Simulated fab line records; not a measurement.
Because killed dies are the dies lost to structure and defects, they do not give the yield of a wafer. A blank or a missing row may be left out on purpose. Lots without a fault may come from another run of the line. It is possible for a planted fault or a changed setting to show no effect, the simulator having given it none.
fab line records | flow gf180mcu
record: lots: 13 wafers: 39 lastDay: 34
route steps=602 shown HV_LDD@192 V1@340 V2@398
lots that met no fault: from a run of the same line without faults
startH: the number of hours between the record's first day and the start of the first shown wafer of the lot | waitH: hours elapsed since this lot's preceding step | " unchanged from the row above | L1.1+2: several wafers, shown together as one row | - no value, or no start given | * or withheld: withheld | < > ~ a bound
route shown NAME@n: a module of which the file shows steps, and the number in the route of the first | usual: mean and standard deviation over wafers with no fault | same: alike in all rows | chamber/n: place in a boat | sites: per-site readings | _std_site: how widely they spread, as a standard deviation | _edge_site: inner sites' mean taken away from outer sites' mean | radiusMm: how far each site lies from the wafer's centre | mask NAME#n: copy n | behind: the tool/chamber that last shaped the wafer | hold: cause of the lot's hold/its duration in hours/its outcome | device: which transistor (n, p or np) failed to switch | end of line: tests run on the same wafers once the route is complete | a step without rows: its recipe alone | killed: dies lost to structure and defects at the first sort, not the wafer's yield | map: a wafer's dies, marking killed ones x, the rest . and places with no die _
set.NAME: the setting that was run; set.NAME@STEP: the one run at that earlier step | model.NAME: the simulator's own value behind a step, which no gauge read
steps of the route over a sample of lots; a table a step, a row a wafer
services: when a tool's chamber went out of use (startH, in hours from the record's first day, below 0 if earlier), for how many hours, and the reason
== steps ==
step: GF_HV_LDD_EXPOSE_16
recipe: maskId: Pplus_LV_AREA targetCdNm: 400 na: 0.6 sourceShape: conventional sigmaOuter: 0.6 doseMj: 140
usual: focusOffsetNm: -0.1/0.52
columns lot.wafer tool chamber startH waitH mask focusOffsetNm
L933.1 ilineStepper-02 0 225.67 - Pplus_LV_AREA#0 0.3
L933.2 " 0 " " Pplus_LV_AREA#0 1.2
L933.5 " 0 " " Pplus_LV_AREA#0 1.2
L934.1 ilineStepper-01 0 233.90 - Pplus_LV_AREA#0 0.1
L934.4 " 0 " " Pplus_LV_AREA#0 -0.3
L934.6 " 0 " " Pplus_LV_AREA#0 -0.7
L935.1 ilineStepper-02 0 242.35 - Pplus_LV_AREA#0 0.4
L935.3 " 0 " " Pplus_LV_AREA#0 0.2
L935.6 " 0 " " Pplus_LV_AREA#0 0.6
L936.1 ilineStepper-02 0 248.57 - Pplus_LV_AREA#0 -1.0
L936.3 " 0 " " Pplus_LV_AREA#0 -0.6
L936.5 " 0 " " Pplus_LV_AREA#0 0.1
L937.2 ilineStepper-01 0 255.06 - Pplus_LV_AREA#0 0.1
L937.3 " 0 " " Pplus_LV_AREA#0 -0.4
L937.5 " 0 " " Pplus_LV_AREA#0 -0.3
L941.2 ilineStepper-02 0 290.36 - Pplus_LV_AREA#0 -0.3
L941.5 " 0 " " Pplus_LV_AREA#0 -0.8
L941.6 " 0 " " Pplus_LV_AREA#0 -0.3
L944.2 ilineStepper-01 0 307.29 - Pplus_LV_AREA#0 -0.8
L944.5 " 0 " " Pplus_LV_AREA#0 -0.1
L944.6 " 0 " " Pplus_LV_AREA#0 0.3
L945.2 ilineStepper-01 0 314.66 - Pplus_LV_AREA#0 0.0
L945.3 " 0 " " Pplus_LV_AREA#0 0.6
L945.6 " 0 " " Pplus_LV_AREA#0 0.8
L947.1 ilineStepper-02 0 335.17 - Pplus_LV_AREA#0 -0.4
L947.4 " 0 " " Pplus_LV_AREA#0 -0.3
L947.6 " 0 " " Pplus_LV_AREA#0 -0.9
L949.2 ilineStepper-02 0 344.97 - Pplus_LV_AREA#0 0.0
L949.3 " 0 " " Pplus_LV_AREA#0 -0.3
L949.4 " 0 " " Pplus_LV_AREA#0 -0.2
L952.1 ilineStepper-02 0 370.72 - Pplus_LV_AREA#0 -0.5
L952.5 " 0 " " Pplus_LV_AREA#0 0.2
L952.6 " 0 " " Pplus_LV_AREA#0 0.1
L953.2 ilineStepper-02 0 384.73 - Pplus_LV_AREA#0 0.6
L953.3 " 0 " " Pplus_LV_AREA#0 1.1
L953.5 " 0 " " Pplus_LV_AREA#0 -0.2
L954.1 ilineStepper-02 0 385.34 - Pplus_LV_AREA#0 -0.3
L954.2 " 0 " " Pplus_LV_AREA#0 -0.8
L954.6 " 0 " " Pplus_LV_AREA#0 -0.1
step: GF_HV_LDD_OVL_MEAS_20
usual: HV_LDD_01_OVL: 1.1/1.3
columns lot.wafer tool chamber startH waitH HV_LDD_01_OVL[nm]
L933.1 overlay-01 - 234.56 0.1 -0.1
L933.2 " - " " 1.4
L933.5 " - " " -0.2
L934.1 overlay-01 - 243.25 0.1 2.1
L934.4 " - " " 0.5
L934.6 " - " " 2.5
L935.1 overlay-02 - 251.74 0.1 2.6
L935.3 " - " " 2.2
L935.6 " - " " -0.3
L936.1 overlay-01 - 257.85 0.1 2.6
L936.3 " - " " 1.3
L936.5 " - " " 0.5
L937.2 overlay-02 - 264.94 0.1 0.1
L937.3 " - " " 1.5
L937.5 " - " " 0.5
L941.2 overlay-02 - 300.30 0.1 0.8
L941.5 " - " " 0.5
L941.6 " - " " 1.0
L944.2 overlay-01 - 317.59 0.1 63.9
L944.5 " - " " 65.6
L944.6 " - " " 62.2
L945.2 overlay-01 - 325.25 0.1 62.7
L945.3 " - " " 63.6
L945.6 " - " " 61.8
L947.1 overlay-01 - 345.73 0.1 2.5
L947.4 " - " " 0.1
L947.6 " - " " -0.2
L949.2 overlay-01 - 355.39 0.1 0.9
L949.3 " - " " 2.2
L949.4 " - " " 2.5
L952.1 overlay-02 - 382.09 0.1 2.4
L952.5 " - " " 0.9
L952.6 " - " " 2.1
L953.2 overlay-02 - 396.30 0.1 2.0
L953.3 " - " " 2.1
L953.5 " - " " 1.8
L954.1 overlay-01 - 397.46 0.1 2.3
L954.2 " - " " 2.0
L954.6 " - " " 3.4
step: GF_V1_BOW_MEAS_05
recipe: mode: bow
usual: V1_BOW: 81/8.5
columns lot.wafer tool chamber startH waitH V1_BOW[um]
L933.1 filmMetro-02 - 391.22 0.1 75
L933.2 " - " " 73
L933.5 " - " " 91
L934.1 filmMetro-01 - 398.81 0.2 84
L934.4 " - " " 75
L934.6 " - " " 80
L935.1 filmMetro-02 - 409.31 0.2 84
L935.3 " - " " 98
L935.6 " - " " 87
L936.1 filmMetro-02 - 417.18 0.2 79
L936.3 " - " " 88
L936.5 " - " " 85
L937.2 filmMetro-01 - 424.50 0.2 72
L937.3 " - " " 62
L937.5 " - " " 62
L941.2 filmMetro-01 - 468.79 0.3 78
L941.5 " - " " 71
L941.6 " - " " 72
L944.2 filmMetro-04 - 487.53 0.2 72
L944.5 " - " " 76
L944.6 " - " " 77
L945.2 filmMetro-04 - 495.63 0.2 82
L945.3 " - " " 78
L945.6 " - " " 76
L947.1 filmMetro-04 - 520.40 0.1 77
L947.4 " - " " 75
L947.6 " - " " 74
L949.2 filmMetro-04 - 529.52 0.1 80
L949.3 " - " " 94
L949.4 " - " " 88
L952.1 filmMetro-01 - 555.40 0.1 78
L952.5 " - " " 85
L952.6 " - " " 87
L953.2 filmMetro-04 - 569.78 0.1 74
L953.3 " - " " 90
L953.5 " - " " 89
L954.1 filmMetro-01 - 570.37 0.2 87
L954.2 " - " " 76
L954.6 " - " " 78
step: GF_V1_THK_MEAS_25
recipe: thkMeasGauge: xrf reads: W_of_V1_CVD_23
usual: V1_W_THK: 357/5.6
columns lot.wafer tool chamber startH waitH V1_W_THK[nm]
L933.1 filmMetro-02 - 415.46 0.1 348
L933.2 " - " " 349
L933.5 " - " " 351
L934.1 filmMetro-01 - 422.93 0.1 356
L934.4 " - " " 357
L934.6 " - " " 354
L935.1 filmMetro-02 - 434.36 0.1 358
L935.3 " - " " 363
L935.6 " - " " 361
L936.1 filmMetro-01 - 442.81 0.1 361
L936.3 " - " " 367
L936.5 " - " " 358
L937.2 filmMetro-04 - 450.54 0.1 355
L937.3 " - " " 358
L937.5 " - " " 358
L941.2 filmMetro-02 - 494.05 0.1 357
L941.5 " - " " 360
L941.6 " - " " 350
L944.2 filmMetro-01 - 512.57 0.1 352
L944.5 " - " " 352
L944.6 " - " " 355
L945.2 filmMetro-02 - 521.06 0.1 350
L945.3 " - " " 345
L945.6 " - " " 353
L947.1 filmMetro-01 - 545.36 0.1 359
L947.4 " - " " 360
L947.6 " - " " 355
L949.2 filmMetro-02 - 553.33 0.1 370
L949.3 " - " " 367
L949.4 " - " " 364
L952.1 filmMetro-01 - 578.12 0.1 351
L952.5 " - " " 357
L952.6 " - " " 355
L953.2 filmMetro-04 - 592.72 0.1 353
L953.3 " - " " 362
L953.5 " - " " 358
L954.1 filmMetro-02 - 593.09 0.1 363
L954.2 " - " " 365
L954.6 " - " " 361
step: GF_V2_ETCH_16
recipe: chemistry: N2/H2 targetDepthA: withheld overetchA: withheld timeS: withheld target: BARC ionEnergyEv: 200 sourceW: 500 biasW: 100 pressureMtorr: 30 n2FlowSccm: 100 h2FlowSccm: 200
usual: drypumpMotorCurrentA: 5.7/0.65 oesProductAu: 0.855/0.0047 throttleValvePct: 13.224/0.0077
columns lot.wafer tool chamber startH waitH drypumpMotorCurrentA oesProductAu throttleValvePct
L933.1 rieDiel-04 3 466.25 0.0 6.7 0.865 13.226
L933.2 " 2 " " 5.9 0.852 13.236
L933.5 " 3 " " 6.7 0.857 13.232
L934.1 rieDiel-03 1 473.32 0.0 5.1 0.853 13.215
L934.4 " 2 " " 6.6 0.863 13.227
L934.6 " 0 " " 5.2 0.851 13.228
L935.1 rieDiel-03 0 485.43 0.0 5.2 0.856 13.228
L935.3 " 2 " " 6.6 0.857 13.225
L935.6 " 1 " " 5.1 0.853 13.222
L936.1 rieDiel-04 3 493.49 0.0 6.7 0.860 13.223
L936.3 " 0 " " 5.2 0.854 13.221
L936.5 " 3 " " 6.7 0.858 13.218
L937.2 rieDiel-01 3 500.92 0.0 4.7 0.855 13.226
L937.3 " 0 " " 5.6 0.856 13.211
L937.5 " 1 " " 5.1 0.855 13.234
L941.2 rieDiel-01 0 542.37 0.0 5.6 0.852 13.222
L941.5 " 1 " " 5.0 0.855 13.226
L941.6 " 0 " " 5.6 0.852 13.238
L944.2 rieDiel-04 3 559.92 0.0 6.7 0.852 13.229
L944.5 " 2 " " 5.9 0.852 13.205
L944.6 " 1 " " 6.1 0.857 13.212
L945.2 rieDiel-03 3 568.62 0.0 6.5 0.866 13.224
L945.3 " 0 " " 5.2 0.851 13.222
L945.6 " 2 " " 6.6 0.855 13.231
L947.1 rieDiel-04 0 591.59 0.0 5.3 0.855 13.224
L947.4 " 2 " " 5.9 0.851 13.230
L947.6 " 0 " " 5.3 0.853 13.221
L949.2 rieDiel-01 1 598.92 0.0 5.0 0.863 13.235
L949.3 " 3 " " 4.7 0.851 13.230
L949.4 " 0 " " 5.5 0.854 13.219
L952.1 rieDiel-04 1 622.09 0.0 6.1 0.858 13.230
L952.5 " 0 " " 5.3 0.857 13.232
L952.6 " 1 " " 6.1 0.850 13.225
L953.2 rieDiel-01 1 635.67 0.0 5.0 0.860 13.223
L953.3 " 0 " " 5.5 0.851 13.232
L953.5 " 1 " " 5.0 0.852 13.228
L954.1 rieDiel-03 1 636.97 0.0 5.1 0.853 13.242
L954.2 " 0 " " 5.2 0.846 13.223
L954.6 " 1 " " 5.1 0.856 13.206
== services ==
columns tool chamber startH hours kind
rieDiel-04 1 201.83 7.9 repair
ilineStepper-02 - 204.18 2.5 repair
rieDiel-04 0 207.22 4.1 repair
ilineStepper-01 - 210.50 1.7 pm
ilineStepper-02 - 277.57 2.8 repair
rieDiel-04 1 286.45 3.1 repair
rieDiel-04 2 287.13 13.9 repair
ilineStepper-02 - 294.33 1.3 repair
ilineStepper-02 - 304.88 1.7 pm
rieDiel-03 - 316.58 0.5 repair
rieDiel-03 - 318.63 15.6 pm
ilineStepper-01 - 346.79 0.7 repair
ilineStepper-02 - 354.25 2.4 repair
rieDiel-03 - 354.92 2.8 pm
ilineStepper-01 - 368.88 10.8 repair
rieDiel-03 3 379.99 4.6 repair
rieDiel-04 - 383.89 0.6 repair
rieDiel-01 - 409.82 14.6 pm
rieDiel-03 0 426.50 13.9 repair
ilineStepper-02 - 433.13 9.9 repair
rieDiel-04 1 434.55 49.4 repair
ilineStepper-02 - 523.06 1.7 pm
rieDiel-04 0 556.22 13.1 repair
rieDiel-04 3 575.00 7.5 repair
== key ==
firstSign: step: GF_HV_LDD_OVL_MEAS_20 reading: HV_LDD_01_OVL direction: up sigmas: 48 usual: 1.1 struck: 63.3
effect none on later readings
metAt GF_HV_LDD_EXPOSE_16
struckLots L944,L945
testerLeftOut L944,L945
notActingAt GF_V1_BOW_MEAS_05,GF_V1_THK_MEAS_25,GF_V2_ETCH_16
onsetBetween 255.06 307.29
fault: kind: scannerMatchingOverlay tool: ilineStepper-01 chamber: - onsetH: 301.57 steps: GF_HV_LDD_EXPOSE_16 offset: 62.941
testerLeftOut: of these lots the tester's yield and bins aren't shown, on N5 and GAA mostly nor the transistor test; their killed dies are dies lost to structure and defects alone, not to doping, threshold or leakage, so they don't give the yield
